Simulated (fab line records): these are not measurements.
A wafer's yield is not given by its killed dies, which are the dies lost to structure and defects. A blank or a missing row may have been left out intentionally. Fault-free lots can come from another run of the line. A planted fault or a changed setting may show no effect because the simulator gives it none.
fab line records	flow sky130
[record] lots = 6	wafers = 18	lastDay = 50
route steps=708 shown LOCAL_INTERCONNECT@396 CONTACT@406 PAD_OPEN@708
lots that met no fault: taken from a fault-free run of the same line
startH: the number of hours between the record's first day and the start of the first shown wafer of the lot	waitH: hours elapsed since this lot's preceding step	" unchanged from the row above	L1.1+2: a single row standing in for several wafers	- no value, or no start given	* or withheld: withheld	< > ~ a bound
route shown NAME@n: NAME is a module with steps in the file, n the number in the route of the first one	usual: mean/standard deviation taken from wafers without a fault	same: alike in all rows	chamber/n: place in a boat	sites: the reading at each site	_std_site: standard deviation across them	_edge_site: inner sites' mean taken away from outer sites' mean	radiusMm: how far each site lies from the wafer's centre	mask NAME#n: copy n	behind: tool/chamber where the wafer was last shaped	hold: what put the lot on hold/how long, in hours/how the hold closed	device: the transistor (n, p or np) that didn't switch	end of line: the same wafers' tests at the end of the route	for a step that has no rows: nothing shown but its recipe	killed: dies that structure and defects cost at the first sort, which is not the same as the wafer's yield	map: dies across one wafer; x = killed, . = not, _ = none there
set.NAME: setting as actually run; set.NAME@STEP: the setting as run at that earlier step	model.NAME: the simulator's own value behind a step, which no gauge read
lots at some steps of the route; a table a step, a row a wafer
services: a tool's chamber out of use, with start hour (startH, from the record's first day; less than 0 if before it), hours out, and reason
[[steps]]
[step SKY_LOCAL_INTERCONNECT_PEB_09]
[recipe] pebTempC = withheld	pebTimeS = withheld	resist = KrF-thick
[step SKY_LOCAL_INTERCONNECT_DEVELOP_10]
[recipe] developTimeS = 60	resist = KrF-thick	devTempC = 21
[step SKY_LOCAL_INTERCONNECT_CD_MEAS_11]
[recipe] targetCdNm = 170
[usual] cdNm = 169.9/1.7
lot.wafer	tool	chamber	startH	waitH	cdNm
L908.3	cdSem-02	-	752.22	-	171.4
L908.4	"	-	"	"	171.2
L908.5	"	-	"	"	171.0
L909.1	cdSem-02	-	760.76	-	166.6
L909.2	"	-	"	"	168.0
L909.3	"	-	"	"	168.3
L912.1	cdSem-01	-	790.22	-	169.2
L912.3	"	-	"	"	169.2
L912.6	"	-	"	"	169.6
L914.1	cdSem-02	-	795.96	-	167.5
L914.4	"	-	"	"	167.7
L914.6	"	-	"	"	166.6
L921.1	cdSem-01	-	855.41	-	168.5
L921.3	"	-	"	"	169.9
L921.5	"	-	"	"	169.3
L924.1	cdSem-01	-	871.09	-	167.4
L924.2	"	-	"	"	170.1
L924.6	"	-	"	"	169.3
[step SKY_LOCAL_INTERCONNECT_OVL_MEAS_12]
[usual] LOCAL_INTERCONNECT_OVL = -1/4.8
lot.wafer	tool	chamber	startH	waitH	LOCAL_INTERCONNECT_OVL[nm]
L908.3	overlay-01	-	752.31	0.1	-7
L908.4	"	-	"	"	2
L908.5	"	-	"	"	-13
L909.1	overlay-01	-	760.88	0.1	2
L909.2	"	-	"	"	5
L909.3	"	-	"	"	-5
L912.1	overlay-01	-	790.34	0.1	7
L912.3	"	-	"	"	-2
L912.6	"	-	"	"	-4
L914.1	overlay-01	-	796.08	0.1	5
L914.4	"	-	"	"	7
L914.6	"	-	"	"	1
L921.1	overlay-01	-	855.53	0.1	-2
L921.3	"	-	"	"	4
L921.5	"	-	"	"	1
L924.1	overlay-02	-	871.21	0.1	2
L924.2	"	-	"	"	3
L924.6	"	-	"	"	3
[step SKY_LOCAL_INTERCONNECT_ETCH_13]
[recipe] chemistry = N2/H2	target = BARC	ionEnergyEv = 200	biasW = 100	pressureMtorr = 30	n2FlowSccm = 100	h2FlowSccm = 200	icpW = 500	stopOn = SiO2	timeS = 45.9	targetDepthA = 600
[usual] drypumpMotorCurrentA = 5.7/0.34	oesProductAu = 0.856/0.0043	throttleValvePct = 13.225/0.01
[same] timeS = 45.9
lot.wafer	tool	chamber	startH	waitH	drypumpMotorCurrentA	oesProductAu	rfHoursCounterH	throttleValvePct
L908.3	rieMetal-04	0	752.35	0.0	5.7	0.853	-	13.217
L908.4	"	1	"	"	6.4	0.858	-	13.232
L908.5	"	0	"	"	5.7	0.850	-	13.231
L909.1	rieMetal-03	1	760.92	0.0	5.2	0.848	4	13.213
L909.2	"	0	"	"	5.6	0.851	12	13.230
L909.3	"	1	"	"	5.2	0.856	-	13.210
L912.1	rieMetal-02	0	790.37	0.0	5.8	0.860	13	13.230
L912.3	"	0	"	"	5.7	0.852	-	13.233
L912.6	"	0	"	"	5.7	0.854	-	13.213
L914.1	rieMetal-04	0	796.12	0.0	5.7	0.857	0	13.217
L914.4	"	1	"	"	6.4	0.856	-	13.230
L914.6	"	0	"	"	5.7	0.856	-	13.212
L921.1	rieMetal-02	1	855.57	0.0	5.9	0.858	7	13.211
L921.3	"	1	"	"	5.9	0.855	-	13.228
L921.5	"	1	"	"	5.9	0.850	-	13.230
L924.1	rieMetal-03	1	871.24	0.0	5.2	0.864	8	13.206
L924.2	"	0	"	"	5.6	0.850	17	13.239
L924.6	"	1	"	"	5.2	0.855	-	13.236
[step SKY_LOCAL_INTERCONNECT_METAL_ETCH_14]
[recipe] targetDepthNm = 110	stopOn = PSG	chemistry = Cl2/BCl3	target = TiN	resistSidewallDeg = 88	pressureMtorr = 10	icpW = 900	biasW = 48.5	Cl2_flow_sccm = 60	bcl3FlowSccm = 30	timeS = 31.4
[usual] drypumpMotorCurrentA = 5.7/0.34	oesProductAu = 0.941/0.007	throttleValvePct = 21.901/0.0095
[same] timeS = 31.4
lot.wafer	tool	chamber	startH	waitH	drypumpMotorCurrentA	oesProductAu	rfHoursCounterH	throttleValvePct
L908.3	rieMetal-04	0	752.41	0.0	5.7	0.941	-	21.897
L908.4	"	1	"	"	6.3	0.943	-	21.903
L908.5	"	0	"	"	5.6	0.945	-	21.913
L909.1	rieMetal-03	1	760.98	0.0	5.2	0.944	4	21.889
L909.2	"	0	"	"	5.7	0.936	12	21.910
L909.3	"	1	"	"	5.2	0.941	-	21.915
L912.1	rieMetal-02	0	790.43	0.0	5.7	0.933	13	21.905
L912.3	"	0	"	"	5.7	0.935	-	21.897
L912.6	"	0	"	"	5.7	0.949	-	21.900
L914.1	rieMetal-04	0	796.18	0.0	5.7	0.953	1	21.887
L914.4	"	1	"	"	6.3	0.944	-	21.903
L914.6	"	0	"	"	5.7	0.945	-	21.906
L921.1	rieMetal-02	1	855.63	0.0	5.9	0.951	7	21.905
L921.3	"	1	"	"	5.9	0.938	-	21.895
L921.5	"	1	"	"	5.9	0.939	-	21.893
L924.1	rieMetal-03	1	871.31	0.0	5.1	0.940	8	21.880
L924.2	"	0	"	"	5.6	0.927	17	21.906
L924.6	"	1	"	"	5.1	0.934	-	21.885
[step SKY_LOCAL_INTERCONNECT_STRIP_15]
[recipe] chemistry = O2/N2	powerW = 1400	pressureMtorr = 1500	platenTempC = withheld	o2FlowSccm = 3000	n2FlowSccm = 300	overashFraction = 0.5
[usual] drypumpMotorCurrentA = 5.6/0.65	o2FlowSccm = 3000/9.9	oesProductAu = 0.427/0.0048	stripTimeToEndpointS = 4.714/0.018
lot.wafer	tool	chamber	startH	waitH	drypumpMotorCurrentA	o2FlowSccm	oesProductAu	rfHoursCounterH	stripTimeToEndpointS
L908.3	plasmaAsher-02	0	752.48	0.1	6.5	2995	0.426	-	4.731
L908.4	"	1	"	"	4.9	3007	0.438	-	4.759
L908.5	"	1	"	"	4.9	3009	0.426	-	4.730
L909.1	plasmaAsher-02	0	761.03	0.0	6.4	3012	0.422	2	4.734
L909.2	"	1	"	"	4.9	3017	0.423	2	4.701
L909.3	"	1	"	"	4.9	3008	0.428	-	4.705
L912.1	plasmaAsher-04	0	790.49	0.0	5.6	2995	0.427	64	4.716
L912.3	"	1	"	"	5.8	2995	0.425	-	4.742
L912.6	"	1	"	"	5.8	2995	0.424	-	4.730
L914.1	plasmaAsher-02	1	796.23	0.0	4.9	2982	0.423	6	4.687
L914.4	"	1	"	"	4.8	3007	0.425	-	4.723
L914.6	"	0	"	"	6.4	3002	0.423	-	4.679
L921.1	plasmaAsher-04	0	855.68	0.0	5.5	3013	0.422	71	4.690
L921.3	"	0	"	"	5.6	3007	0.429	-	4.711
L921.5	"	0	"	"	5.6	3010	0.433	-	4.730
L924.1	plasmaAsher-03	0	871.36	0.0	6.2	2992	0.432	43	4.730
L924.2	"	1	"	"	4.9	3006	0.424	43	4.726
L924.6	"	0	"	"	6.2	3009	0.423	-	4.729
[step SKY_LOCAL_INTERCONNECT_STRIP_16]
[recipe] chemistry = postEtchResidueRemover	timeS = 1200	tempC = 72.5
[step SKY_LOCAL_INTERCONNECT_CLEAN_17]
[recipe] chemistry = IPA	timeS = 180	tempC = 25
[step SKY_LOCAL_INTERCONNECT_CLEAN_18]
[recipe] chemistry = O3/DIW	dry = n2Spin
[step SKY_CONTACT_CVD_00]
[recipe] material = Si3N4	targetThkNm = 75	tempC = 400	timeS = withheld	rfW = 450
[usual] heaterPowerW = 676/74	susceptorTempC = 399.97/0.22
lot.wafer	tool	chamber	startH	waitH	heaterPowerW	susceptorTempC
L908.3	pecvd-02	0	753.04	0.0	673	400.17
L908.4	"	0	"	"	660	400.26
L908.5	"	2	"	"	632	400.07
L909.1	pecvd-04	2	761.63	0.0	625	399.92
L909.2	"	1	"	"	491	399.67
L909.3	"	0	"	"	606	400.05
L912.1	pecvd-02	2	791.09	0.0	709	399.98
L912.3	"	1	"	"	802	400.14
L912.6	"	2	"	"	701	399.91
L914.1	pecvd-03	1	796.83	0.0	716	399.39
L914.4	"	0	"	"	697	399.67
L914.6	"	1	"	"	729	399.69
L921.1	pecvd-04	0	856.28	0.0	627	399.95
L921.3	"	1	"	"	489	400.11
L921.5	"	2	"	"	594	400.02
L924.1	pecvd-02	0	872.01	0.0	664	400.33
L924.2	"	2	"	"	602	399.96
L924.6	"	0	"	"	684	400.05
[step SKY_CONTACT_THK_MEAS_01]
[recipe] reads = Si3N4_of_CONTACT_CVD_00
[usual] CONTACT_CVD_00_THK = 75.3/1
lot.wafer	tool	chamber	startH	waitH	CONTACT_CVD_00_THK[nm]
L908.3	filmMetro-04	-	753.09	-	76.1
L908.4	"	-	"	"	76.8
L908.5	"	-	"	"	78.5
L909.1	filmMetro-03	-	761.66	-	73.9
L909.2	"	-	"	"	75.5
L909.3	"	-	"	"	73.8
L912.1	filmMetro-04	-	791.12	-	75.4
L912.3	"	-	"	"	74.5
L912.6	"	-	"	"	75.7
L914.1	filmMetro-03	-	796.86	-	76.4
L914.4	"	-	"	"	76.0
L914.6	"	-	"	"	76.0
L921.1	filmMetro-02	-	856.31	-	75.5
L921.3	"	-	"	"	76.1
L921.5	"	-	"	"	78.1
L924.1	filmMetro-02	-	872.05	-	75.3
L924.2	"	-	"	"	74.7
L924.6	"	-	"	"	75.4
[step SKY_CONTACT_HDPCVD_02]
[recipe] material = SiO2	targetThkNm = 565	sigmaOpenFrac = 0.3	timeS = 94.2	tempC = 600	sih4FlowSccm = 60	pressureMtorr = 6
[usual] runLengthS = 122.1/0.58	susceptorTempC = 600.0/0.32
lot.wafer	tool	chamber	startH	waitH	runLengthS	susceptorTempC	model.SiO2_of_CONTACT_HDPCVD_02.thkNm
L908.3	hdpcvd-01	2	753.13	0.0	121.4	600.0	562.4
L908.4	"	0	"	"	122.6	599.9	565.1
L908.5	"	2	"	"	121.5	600.3	563
L909.1	hdpcvd-01	2	761.72	0.1	121.7	599.7	570
L909.2	"	1	"	"	121.5	599.7	565.1
L909.3	"	0	"	"	122.3	600.4	568.7
L912.1	hdpcvd-01	1	791.18	0.1	102.6	-	454.1
L912.3	"	0	"	"	103.8	-	455.5
L912.6	"	2	"	"	102.6	-	448.3
L914.1	hdpcvd-01	1	796.92	0.1	102.9	-	444
L914.4	"	1	"	"	102.8	-	448.2
L914.6	"	2	"	"	102.7	-	446.3
L921.1	hdpcvd-02	1	856.37	0.1	121.8	600.3	558.4
L921.3	"	2	"	"	123.0	600.1	554.7
L921.5	"	2	"	"	122.8	599.5	553.8
L924.1	hdpcvd-01	0	872.11	0.1	123.0	599.9	562.9
L924.2	"	2	"	"	121.9	599.7	565.2
L924.6	"	1	"	"	121.4	599.9	568.3
[step SKY_CONTACT_THK_MEAS_03]
[recipe] reads = SiO2_of_CONTACT_HDPCVD_02
[usual] CONTACT_HDPCVD_THK = 564/5.2
lot.wafer	tool	chamber	startH	waitH	CONTACT_HDPCVD_THK[nm]
L908.3	filmMetro-02	-	753.22	0.1	563
L908.4	"	-	"	"	565
L908.5	"	-	"	"	563
L909.1	filmMetro-02	-	761.79	0.0	570
L909.2	"	-	"	"	565
L909.3	"	-	"	"	569
L912.1	filmMetro-02	-	791.25	0.0	454
L912.3	"	-	"	"	455
L912.6	"	-	"	"	448
L914.1	filmMetro-02	-	796.99	0.0	444
L914.4	"	-	"	"	448
L914.6	"	-	"	"	446
L921.1	filmMetro-04	-	856.44	0.0	558
L921.3	"	-	"	"	554
L921.5	"	-	"	"	554
L924.1	filmMetro-03	-	872.18	0.0	563
L924.2	"	-	"	"	565
L924.6	"	-	"	"	568
[step SKY_CONTACT_CMP_04]
[recipe] material = SiO2	downForcePsi = 4	platenRpm = 60	padVelocityMS = 0.94248
[usual] motorCurrentA = 12.5/1.2	timeToEndpointS = 84/4.3
lot.wafer	tool	chamber	startH	waitH	motorCurrentA	timeToEndpointS
L908.4	cmp-01	2	753.26	0.0	11.4	84
L908.3	"	1	"	"	12.1	85
L908.5	"	2	"	"	11.4	86
L909.2	cmp-02	0	761.85	0.0	12.9	84
L909.3	"	2	"	"	13.7	81
L909.1	"	3	"	"	12.4	85
L912.1	cmp-01	1	791.41	0.1	12.8	42
L912.3	"	2	"	"	11.1	44
L912.6	"	3	"	"	11.4	41
L914.1	cmp-01	1	797.05	0.1	12.8	38
L914.4	"	2	"	"	11.0	39
L914.6	"	2	"	"	10.9	38
L921.1	cmp-01	2	856.55	0.1	11.4	84
L921.3	"	0	"	"	11.2	76
L921.5	"	1	"	"	12.7	78
L924.2	cmp-02	2	872.24	0.0	14.6	88
L924.1	"	0	"	"	12.6	86
L924.6	"	2	"	"	14.4	88
[step SKY_CONTACT_BOW_MEAS_05]
[recipe] mode = bow
[usual] CONTACT_BOW = 82/7.2
lot.wafer	tool	chamber	startH	waitH	CONTACT_BOW[um]
L908.3	filmMetro-04	-	753.60	0.1	77
L908.4	"	-	"	"	82
L908.5	"	-	"	"	81
L909.1	filmMetro-04	-	762.15	0.1	83
L909.2	"	-	"	"	79
L909.3	"	-	"	"	90
L912.1	filmMetro-02	-	791.61	0.1	86
L912.3	"	-	"	"	85
L912.6	"	-	"	"	70
L914.1	filmMetro-03	-	797.35	0.2	78
L914.4	"	-	"	"	81
L914.6	"	-	"	"	72
L921.1	filmMetro-02	-	856.80	0.2	83
L921.3	"	-	"	"	69
L921.5	"	-	"	"	70
L924.1	filmMetro-03	-	872.54	0.1	81
L924.2	"	-	"	"	74
L924.6	"	-	"	"	89
[step SKY_PAD_OPEN_PROBE_99]
[usual] killed_at_M0_to_M3 = 43/6.8	killed_at_M4_up = 3.2/1.8	killedAtContacts = 24/5.2	killedAtFrontEnd = 15/4.2	killedAtOther = 0.4/0.62	killedDies = 85/8.7	killedOpen = 46/6.7	killedShort = 39/5.9
[same] grossDies = 492	killedAtBackSide = 0
lot.wafer	tool	chamber	startH	waitH	killed_at_M0_to_M3	killed_at_M4_up	killedAtContacts	killedAtFrontEnd	killedAtOther	killedDies	killedOpen	killedShort
L909.1	prober-02	-	1115.97	0.1	34	7	22	15	0	78	42	36
L909.2	prober-02	-	1116.02	0.1	47	4	21	16	1	89	49	40
L909.3	prober-02	-	1116.07	0.2	45	2	24	15	0	86	47	39
L912.1	prober-02	-	1139.61	0.1	33	9	30	14	0	86	51	34
L912.3	prober-02	-	1139.71	0.2	39	5	29	18	1	92	53	37
L912.6	prober-02	-	1139.86	0.2	51	2	23	15	0	91	57	34
// killed by level:class
L909.1 LI_CONTACT:geometricParticle:open=7 VIA1:geometricParticle:open=7 CONTACT:geometricParticle:open=6 FIELD_ISO:geometricParticle:open=5 METAL1:geometricParticle:short=5 METAL2:geometricParticle:short=5 METAL2:geometricParticle:open=5 METAL4:geometricParticle:short=5
L909.2 VIA1:geometricParticle:open=12 LI_CONTACT:geometricParticle:open=10 VIA1:geometricParticle:short=8 METAL2:geometricParticle:short=6 VIA3:geometricParticle:short=6 POLY_GATE:geometricParticle:short=5 CONTACT:geometricParticle:open=5 POLY_GATE:geometricParticle:open=4
L909.3 CONTACT:geometricParticle:open=11 METAL1:geometricParticle:short=11 LI_CONTACT:geometricParticle:open=9 VIA3:geometricParticle:open=7 FIELD_ISO:geometricParticle:short=6 VIA1:geometricParticle:open=6 VIA3:geometricParticle:short=5 VIA2:geometricParticle:short=4
L912.1 CONTACT:geometricParticle:open=14 VIA1:geometricParticle:open=11 CONTACT:geometricParticle:short=6 VIA1:geometricParticle:short=5 METAL4:geometricParticle:short=5 FIELD_ISO:geometricParticle:open=4 POLY_GATE:geometricParticle:open=4 LI_CONTACT:geometricParticle:open=4
L912.3 CONTACT:geometricParticle:open=13 VIA1:geometricParticle:open=8 VIA2:geometricParticle:open=8 VIA3:geometricParticle:open=7 LOCAL_INTERCONNECT:geometricParticle:short=5 POLY_GATE:geometricParticle:open=4 POLY_GATE:geometricParticle:short=4 LI_CONTACT:geometricParticle:open=4
L912.6 VIA3:geometricParticle:open=10 CONTACT:geometricParticle:open=9 VIA1:geometricParticle:open=9 LI_CONTACT:geometricParticle:open=7 FIELD_ISO:geometricParticle:open=6 METAL1:geometricParticle:short=6 VIA1:geometricParticle:short=6 VIA2:geometricParticle:open=6
[[services]]
tool	chamber	startH	hours	kind
hdpcvd-02	-	731.60	1.3	repair
plasmaAsher-02	-	733.75	9.0	pm
pecvd-03	-	742.40	2.8	pm
cmp-01	-	744.00	4.0	pm
plasmaAsher-03	-	747.25	0.9	repair
cmp-01	-	748.00	-	consumableReplace:conditioner
cmp-01	-	748.00	-	consumableReplace:pad
cmp-01	-	754.19	0.6	repair
pecvd-02	-	761.32	2.8	pm
rieMetal-04	0	768.61	-	clean
rieMetal-04	0	768.61	14.7	scheduledDown
rieMetal-04	0	768.61	14.7	ventCycle
cmp-01	-	774.54	1.1	repair
cmp-02	-	781.79	1.9	repair
rieMetal-03	1	789.67	1.2	repair
cmp-02	-	792.16	1.1	repair
hdpcvd-02	0	801.01	1.7	repair
pecvd-04	-	817.86	1.5	repair
cmp-02	-	828.03	1.5	repair
cmp-02	-	830.16	1.5	repair
pecvd-02	-	831.05	28.1	pm
rieMetal-03	-	847.04	1.2	repair
cmp-02	-	855.67	2.2	repair
hdpcvd-01	-	861.23	2.8	pm
[[key]]
[firstSign] step = SKY_CONTACT_HDPCVD_02	reading = runLengthS	direction = down	sigmas = 33	usual = *	struck = *
[effect] step = SKY_CONTACT_THK_MEAS_03	reading = CONTACT_HDPCVD_THK	direction = down	sigmas = 22	usual = 564	struck = 449
[effect] step = SKY_CONTACT_CMP_04	reading = timeToEndpointS	direction = down	sigmas = 10	usual = *	struck = *
[modelEffect] step = SKY_CONTACT_HDPCVD_02	value = SiO2_of_CONTACT_HDPCVD_02.thkNm	without = 562.2	struck = 449.4
metAt SKY_CONTACT_HDPCVD_02
struckWafers L912.1,L912.3,L912.6,L914.1,L914.4,L914.6
testerLeftOut L912,L914
onsetBetween 761.72 791.18
[fault] kind = processParameterDrift	tool = hdpcvd-01	chamber = -	onsetH = 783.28	steps = SKY_CONTACT_HDPCVD_02	channel = timeS	offset = *	shape = step	endH = 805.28	actsIn = *	stated = *
// testerLeftOut: of these lots the tester's yield and bins aren't shown, on N5 and GAA mostly nor the transistor test; their killed dies are dies lost to structure and defects alone, not to doping, threshold or leakage, so they don't give the yield
